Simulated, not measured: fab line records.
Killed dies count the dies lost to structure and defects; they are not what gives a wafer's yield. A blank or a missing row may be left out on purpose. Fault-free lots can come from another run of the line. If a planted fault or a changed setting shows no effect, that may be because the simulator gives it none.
Struck lot and sound lot, side by side + flow sky130 + 18 steps out of a route of 708
Sound: wafers L291.1, L291.2, L291.6. Struck: wafer L301.5. (L301.1, L301.4 of the same lot were not struck and are left out.) The cause comes at the end.
At each step with rows: each side's tool, then ch and its chambers, then its first start. Under that, the readings that differ: sound wafers + struck wafers + difference of the means + sigmas: that difference in standard deviations of wafers without a fault.
alike: words and numbers the same on both sides, and readings whose means are apart by under 2 such deviations; not compared: readings that were withheld, readings missing a value for some wafer, numbers with overlapping values and no deviation given by the record, and bounds like >300 which may hide the same value.
A row with sigmas, a row that says differs or no value, or rows on one side alone: a step with any of these is where the two part. When numbers do not overlap yet have no deviation, they are printed without sigmas and do not part them. Lack of a reading on every wafer of one side parts them only where that side has two or more wafers.

first, 2 steps without rows for these wafers: SKY_CONTACT_PEB_12; SKY_CONTACT_DEVELOP_13 (develop time 60 s).
SKY_CONTACT_CD_MEAS_14 targets a cd of 170 nm.
  struck on cd-sem-01, day 38 13:59; sound on cd-sem-02, day 35 20:11
  alike: cd-nm
SKY_CONTACT_OVL_MEAS_15:
  struck on overlay-02, day 38 14:07; sound on overlay-01, day 35 20:19
  alike: CONTACT_OVL
then, 1 step without rows for these wafers: SKY_CONTACT_ETCH_16 (etches BARC in N2/H2, stops on SiO2, time 45.9 s, target depth 60 nm).
SKY_CONTACT_ETCH_17: etches SiO2 in C4F8/O2/Ar, stops on Si3N4, target depth 340 nm.
  sound on rie-diel-04 ch 1,2,3, day 35 20:23; struck on rie-diel-03 ch 1, day 38 14:11
  alike: oes-product-au
SKY_CONTACT_ETCH_18: etches Si3N4 in CHF3/O2, stops on TiN, time 39 s, target depth 75 nm.
  sound on rie-diel-04 ch 1,2,3; struck on rie-diel-03 ch 1
  alike: O2_flow_sccm, drypump-motor-current-A, oes-product-au, throttle-valve-pct
  not compared: rf-hours-counter-h
SKY_CONTACT_STRIP_19: strips in O2/N2.
  sound on plasma-asher-03 ch 0,1, day 35 20:29; struck on plasma-asher-04 ch 1, day 38 14:17
  alike: drypump-motor-current-A, oes-product-au, strip-time-to-endpoint-s
  not compared: rf-hours-counter-h
then, 3 steps without rows for these wafers: SKY_CONTACT_STRIP_20 (strips in post etch residue remover, time 1200 s); SKY_CONTACT_CLEAN_21 (cleans in IPA, time 180 s); SKY_CONTACT_CLEAN_22 (cleans in O3/DIW).
SKY_CONTACT_SPUTTER_23: material TiN, target thk 20 nm, time 80 s.
  struck on pvd-sputter-03, day 38 14:53; sound on pvd-sputter-03, day 35 21:05
  alike: cathode-dc-power-W, throttle-valve-pct
SKY_CONTACT_CVD_24: deposits W, target thk 340 nm, time 102.12 s.
  sound on cvd-w-02 ch 0,1, day 35 21:08; struck on cvd-w-02 ch 0, day 38 14:56
| reading                               | sound             | struck | difference | sigmas |
|---------------------------------------|-------------------|--------|------------|--------|
| model.W_of_CONTACT_CVD_24.thk-nm (nm) | 338.9 341.6 340.8 | 593.7  | +253.3     |        |
  alike: heater-power-outer-w, heater-power-w
SKY_CONTACT_RS_MEAS_25: measurement is done with a four-point probe.
  struck on film-metro-02, day 38 15:03; sound on film-metro-04, day 35 21:15
| reading               | sound             | struck | difference | sigmas |
|-----------------------|-------------------|--------|------------|--------|
| CONTACT_W_RS (ohm/sq) | 0.338 0.336 0.337 | 0.192  | -0.145     | -40    |
SKY_CONTACT_THK_MEAS_26: measures by xrf.
  struck on film-metro-02, day 38 15:10; sound on film-metro-04, day 35 21:22
  not compared: CONTACT_W_THK
SKY_CONTACT_CMP_27: polishes, stops on SiO2, t overpolish 15 s, target thk 0 nm.
  sound on cmp-01 ch 0,1,3, day 35 21:29; struck on cmp-02 ch 0, day 38 15:17
| reading                | sound          | struck | difference | sigmas |
|------------------------|----------------|--------|------------|--------|
| time-to-endpoint-s (s) | 83.2 87.8 83.1 | 137.8  | +53.1      | +18    |
  alike: motor-current-A
SKY_METAL1_SPUTTER_00: material Ti, target thk 15 nm, time 10 s.
  struck on pvd-sputter-01, day 38 15:32; sound on pvd-sputter-04, day 35 21:44
| reading                | sound                | struck | difference | sigmas |
|------------------------|----------------------|--------|------------|--------|
| cathode-dc-power-W (W) | 3000.9 3000.0 2999.2 | 3001.4 | +1.4       | +3     |
  alike: throttle-valve-pct
-- the record jumps here: 13 days lie between the struck wafers' starts before and after (it left off in module METAL1 and takes up again in module PAD_OPEN, whose first step shown is number 708 of the route) --
SKY_PAD_OPEN_PROBE_99:
  struck on prober-01, day 51 04:41; sound on prober-02, day 49 07:08
| reading      | sound | struck | difference | sigmas |
|--------------|-------|--------|------------|--------|
| killed-open  | 53    | 39     | -14        | -2     |
| killed-short | 23    | 42     | +19        | +3     |
  alike: killed_at_M0_to_M3, killed_at_M4_up, killed-at-contacts, killed-at-front-end, killed-at-other, killed-dies

WHERE THEY PART
Last at SKY_PAD_OPEN_PROBE_99 as far as this record goes, first at SKY_CONTACT_RS_MEAS_25.

WHY: what had been put in by the simulator
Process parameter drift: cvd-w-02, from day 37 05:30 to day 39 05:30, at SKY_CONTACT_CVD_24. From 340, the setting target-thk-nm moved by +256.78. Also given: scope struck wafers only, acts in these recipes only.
